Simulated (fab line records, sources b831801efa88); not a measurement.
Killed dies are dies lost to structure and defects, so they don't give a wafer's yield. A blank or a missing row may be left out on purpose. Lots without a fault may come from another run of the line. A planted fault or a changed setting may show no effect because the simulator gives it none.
fab line records | flow sky130
record lots=11 wafers=33 last_day=50
route steps=708 shown FIELD_ISO@2 SPACER@306 SD_N@349
lots that met no fault: from a run of the same line without faults
start_h: hours from the record's first day to the start of the lot's first wafer shown | wait_h: hours since the lot's step before | " the same as in the row above | L1.1+2: a row that stands for several wafers | - no value, or no start given | * or withheld: withheld | < > ~ a bound
route shown NAME@n: a module of which the file shows steps, and the number in the route of the first | usual: mean/standard deviation of fault-free wafers | same: alike in all rows | chamber/n: place in a boat | sites: the reading at each site | _std_site: their standard deviation | _edge_site: outer sites' mean less inner sites' | radius_mm: how far each site lies from the wafer's centre | mask NAME#n: copy n | behind: the tool/chamber that last shaped the wafer | hold: why the lot was held/for how many hours/how that ended | device: the transistor (n, p or np) that didn't switch | end of line: the same wafers' tests at the end of the route | a step without rows: its recipe alone | killed: dies lost to structure and defects at the first sort, not the wafer's yield | map: a wafer's dies, x killed, . not, _ none there
set.NAME: the setting as run; set.NAME@STEP: as run at that earlier step | model.NAME: the simulator's own value behind a step, which no gauge read
steps of the route over a sample of lots; a table a step, a row a wafer
services: from which hour (start_h, from the record's first day; less than 0 if before it) a tool's chamber was out of use, for how many hours, and why
## steps
# step SKY_FIELD_ISO_OXIDATION_01
# recipe temp_c=900 ambient=O2 stabilise_s=600 purge_s=300 target_thk_a=120 ox_time_s=1843
# usual ox_time_s=1843/0 zone_power_top_pct=31.3/0.58 zone_power_upper_pct=20/3.9
# columns lot.wafer tool chamber start_h wait_h ox_time_s zone_power_top_pct zone_power_upper_pct
L112.1 furnace-02 0 10.12 0.1 1843 30.0 25
L112.2 " 0 " " 1843 30.8 25
L112.4 " 0 " " 1843 30.6 25
L113.3 furnace-01 0 15.12 0.1 1843 31.4 17
L113.5 " 0 " " 1843 31.7 17
L113.6 " 0 " " 1843 31.8 17
L114.1 furnace-02 0 21.27 1.2 1843 30.6 25
L114.2 " 0 " " 1843 30.2 25
L114.5 " 0 " " 1843 30.4 25
L115.2 furnace-01 0 25.12 0.1 1843 32.2 17
L115.3 " 0 " " 1843 31.4 17
L115.6 " 0 " " 1843 32.1 17
L118.2 furnace-01 0 40.79 0.7 1843 31.9 17
L118.4 " 0 " " 1843 31.4 17
L118.6 " 0 " " 1843 31.6 17
L119.3 furnace-02 0 45.12 0.1 1843 30.4 25
L119.4 " 0 " " 1843 30.5 25
L119.5 " 0 " " 1843 31.0 25
L122.2 furnace-01 0 61.21 1.2 1474.4 32.1 17
L122.5 " 0 " " 1474.4 31.7 17
L122.6 " 0 " " 1474.4 31.9 17
L123.3 furnace-01 0 65.24 0.2 1474.4 31.9 17
L123.4 " 0 " " 1474.4 32.5 17
L123.5 " 0 " " 1474.4 31.7 17
L127.3 furnace-02 0 87.91 2.9 1843 30.7 25
L127.5 " 0 " " 1843 30.8 25
L127.6 " 0 " " 1843 30.2 25
L128.1 furnace-02 0 92.37 2.3 1843 30.8 25
L128.4 " 0 " " 1843 31.0 25
L128.5 " 0 " " 1843 31.2 25
L135.1 furnace-02 0 127.21 2.2 1843 31.0 25
L135.2 " 0 " " 1843 30.2 25
L135.5 " 0 " " 1843 30.7 25
# step SKY_FIELD_ISO_THK_MEAS_02
# recipe reads=SiO2_of_FIELD_ISO_OXIDATION_01
# usual FIELD_ISO_OXIDATION_00_THK=12.16/0.26
# columns lot.wafer tool chamber start_h wait_h FIELD_ISO_OXIDATION_00_THK[nm]
L112.1 film_metro-01 - 11.63 0.0 12.17
L112.2 " - " " 12.21
L112.4 " - " " 12.08
L113.3 film_metro-01 - 16.65 0.0 12.38
L113.5 " - " " 12.60
L113.6 " - " " 12.19
L114.1 film_metro-01 - 22.78 0.0 12.12
L114.2 " - " " 11.85
L114.5 " - " " 11.90
L115.2 film_metro-02 - 26.64 0.0 12.30
L115.3 " - " " 12.27
L115.6 " - " " 12.31
L118.2 film_metro-02 - 42.31 0.0 12.55
L118.4 " - " " 12.53
L118.6 " - " " 12.44
L119.3 film_metro-01 - 46.65 0.0 11.79
L119.4 " - " " 11.80
L119.5 " - " " 12.05
L122.2 film_metro-01 - 62.73 0.0 10.58
L122.5 " - " " 10.19
L122.6 " - " " 10.53
L123.3 film_metro-02 - 66.77 0.0 10.36
L123.4 " - " " 10.23
L123.5 " - " " 10.32
L127.3 film_metro-03 - 89.44 0.0 12.12
L127.5 " - " " 12.33
L127.6 " - " " 12.24
L128.1 film_metro-01 - 93.88 0.0 12.29
L128.4 " - " " 12.43
L128.5 " - " " 12.25
L135.1 film_metro-02 - 128.73 0.0 11.85
L135.2 " - " " 12.03
L135.5 " - " " 11.92
# step SKY_SPACER_ETCHBACK_02
# recipe chemistry=CH3F/O2 target=Si3N4 stop_on=SiO2 source_w=400 bias_w=80 pressure_mtorr=25 ch3f_flow_sccm=40 O2_flow_sccm=30 time_s=46.7 target_depth_a=450
# usual drypump_motor_current_A=5.9/0.47 oes_product_au=0.858/0.0067 throttle_valve_pct=10.563/0.0084
# columns lot.wafer tool chamber start_h wait_h drypump_motor_current_A oes_product_au rf_hours_counter_h throttle_valve_pct
L112.1 rie_diel-01 3 513.47 0.1 6.6 0.861 87 10.567
L112.2 " 2 " " 5.8 0.855 8 10.568
L112.4 " 1 " " 6.6 0.864 7 10.567
L113.3 rie_diel-02 2 530.50 0.0 6.0 0.864 6 10.557
L113.5 " 0 " " 6.3 0.862 - 10.569
L113.6 " 1 " " 6.2 0.864 - 10.571
L114.1 rie_diel-02 2 540.91 0.1 6.0 0.865 6 10.558
L114.2 " 1 " " 6.1 0.868 3 10.574
L114.5 " 3 " " 6.3 0.851 - 10.558
L115.2 rie_diel-02 2 545.10 0.0 6.0 0.854 6 10.574
L115.3 " 0 " " 6.3 0.854 79 10.578
L115.6 " 0 " " 6.3 0.854 - 10.562
L118.2 rie_diel-01 2 576.74 0.0 5.8 0.862 10 10.563
L118.4 " 3 " " 6.6 0.859 - 10.562
L118.6 " 0 " " 5.6 0.857 - 10.567
L119.3 rie_diel-01 3 584.75 0.0 6.6 0.861 1 10.558
L119.4 " 1 " " 6.6 0.863 - 10.571
L119.5 " 2 " " 5.8 0.853 - 10.553
L122.2 rie_diel-04 3 624.25 0.0 5.3 0.848 61 10.547
L122.5 " 1 " " 5.4 0.848 - 10.560
L122.6 " 2 " " 5.4 0.848 - 10.560
L123.3 rie_diel-02 1 625.46 0.0 6.1 0.848 5 10.558
L123.4 " 3 " " 6.3 0.855 3 10.562
L123.5 " 3 " " 6.3 0.848 - 10.562
L127.3 rie_diel-01 0 676.68 0.0 5.5 0.862 1 10.569
L127.5 " 3 " " 6.6 0.862 - 10.567
L127.6 " 0 " " 5.6 0.855 - 10.573
L128.1 rie_diel-04 2 678.94 0.1 5.5 0.874 1 10.564
L128.4 " 1 " " 5.4 0.865 4 10.564
L128.5 " 0 " " 5.4 0.858 - 10.554
L135.1 rie_diel-04 1 735.11 0.1 5.4 0.856 6 10.550
L135.2 " 3 " " 5.3 0.852 2 10.573
L135.5 " 3 " " 5.3 0.864 - 10.563
# step SKY_SD_N_CD_MEAS_07
# recipe target_cd_nm=380
# usual cd_nm=380/3.2
# columns lot.wafer tool chamber start_h wait_h cd_nm
L112.1 cd_sem-02 - 631.99 0.1 381
L112.2 " - " " 380
L112.4 " - " " 380
L113.3 cd_sem-01 - 648.03 0.1 382
L113.5 " - " " 382
L113.6 " - " " 380
L114.1 cd_sem-01 - 658.74 0.1 377
L114.2 " - " " 375
L114.5 " - " " 377
L115.2 cd_sem-02 - 662.56 0.1 379
L115.3 " - " " 378
L115.6 " - " " 378
L118.2 cd_sem-01 - 692.31 0.1 377
L118.4 " - " " 378
L118.6 " - " " 375
L119.3 cd_sem-02 - 699.98 0.1 382
L119.4 " - " " 383
L119.5 " - " " 381
L122.2 cd_sem-02 - 736.36 0.1 376
L122.5 " - " " 378
L122.6 " - " " 380
L123.3 cd_sem-01 - 737.71 0.1 386
L123.4 " - " " 388
L123.5 " - " " 386
L127.3 cd_sem-01 - 787.08 0.1 382
L127.5 " - " " 383
L127.6 " - " " 381
L128.1 cd_sem-02 - 787.92 0.1 381
L128.4 " - " " 384
L128.5 " - " " 382
L135.1 cd_sem-02 - 843.19 0.1 377
L135.2 " - " " 378
L135.5 " - " " 378
# step SKY_SD_N_OVL_MEAS_08
# usual SD_N_OVL=0.0/1.2
# columns lot.wafer tool chamber start_h wait_h SD_N_OVL[nm]
L112.1 overlay-02 - 632.11 0.1 -0.7
L112.2 " - " " -0.3
L112.4 " - " " -0.2
L113.3 overlay-02 - 648.12 0.1 -1.9
L113.5 " - " " -0.6
L113.6 " - " " -2.0
L114.1 overlay-02 - 658.86 0.1 1.2
L114.2 " - " " 0.6
L114.5 " - " " -1.3
L115.2 overlay-02 - 662.67 0.1 -1.1
L115.3 " - " " -1.4
L115.6 " - " " -0.1
L118.2 overlay-01 - 692.41 0.1 -2.2
L118.4 " - " " -1.8
L118.6 " - " " -2.4
L119.3 overlay-02 - 700.07 0.1 1.8
L119.4 " - " " 0.7
L119.5 " - " " 1.4
L122.2 overlay-02 - 736.46 0.1 -0.5
L122.5 " - " " 0.7
L122.6 " - " " -0.1
L123.3 overlay-02 - 737.80 0.1 0.9
L123.4 " - " " -0.3
L123.5 " - " " -0.1
L127.3 overlay-02 - 787.17 0.1 0.7
L127.5 " - " " 0.7
L127.6 " - " " 0.9
L128.1 overlay-01 - 788.04 0.1 -0.5
L128.4 " - " " -0.5
L128.5 " - " " -2.0
L135.1 overlay-02 - 843.31 0.1 0.7
L135.2 " - " " 1.8
L135.5 " - " " 0.6
## services
# columns tool chamber start_h hours kind
furnace-02 - -9.94 4.1 pm
rie_diel-02 1 34.52 17.2 repair
furnace-02 - 75.46 10.9 pm
rie_diel-01 3 83.64 16.8 repair
rie_diel-01 1 84.02 4.0 repair
furnace-02 - 95.36 29.1 repair
rie_diel-01 3 139.02 5.2 repair
furnace-02 - 156.83 4.6 pm
rie_diel-02 3 173.13 4.7 repair
furnace-02 - 200.81 3.4 pm
rie_diel-01 2 200.94 1.8 repair
furnace-01 - 204.71 3.1 pm
furnace-01 - 213.29 6.4 pm
furnace-01 - 223.07 3.1 repair
furnace-01 - 274.01 9.5 repair
furnace-01 - 332.62 4.4 pm
furnace-01 - 368.82 4.3 pm
furnace-02 - 380.09 7.6 pm
furnace-02 - 482.25 3.7 pm
furnace-02 - 492.82 3.4 pm
furnace-01 - 537.17 4.7 pm
furnace-01 - 614.87 3.3 pm
furnace-02 - 660.60 3.5 pm
furnace-01 - 704.82 3.4 pm
## key
first_sign step=SKY_FIELD_ISO_OXIDATION_01 reading=ox_time_s direction=down sigmas=99+ usual=* struck=*
effect step=SKY_FIELD_ISO_THK_MEAS_02 reading=FIELD_ISO_OXIDATION_00_THK direction=down sigmas=7 usual=12.16 struck=10.37
met_at SKY_FIELD_ISO_OXIDATION_01
struck_lots L122,L123
tester_left_out L122,L123
not_acting_at SKY_SPACER_ETCHBACK_02,SKY_SD_N_CD_MEAS_07,SKY_SD_N_OVL_MEAS_08
onset_between 40.79 61.21
fault kind=process_parameter_drift tool=furnace-01 chamber=- onset_h=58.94 steps=SKY_FIELD_ISO_OXIDATION_01 channel=ox_time_s offset=* shape=step end_h=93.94 acts_in=* stated=*
# tester_left_out: of these lots the tester's yield and bins aren't shown, on N5 and GAA mostly nor the transistor test; their killed dies are dies lost to structure and defects alone, not to doping, threshold or leakage, so they don't give the yield
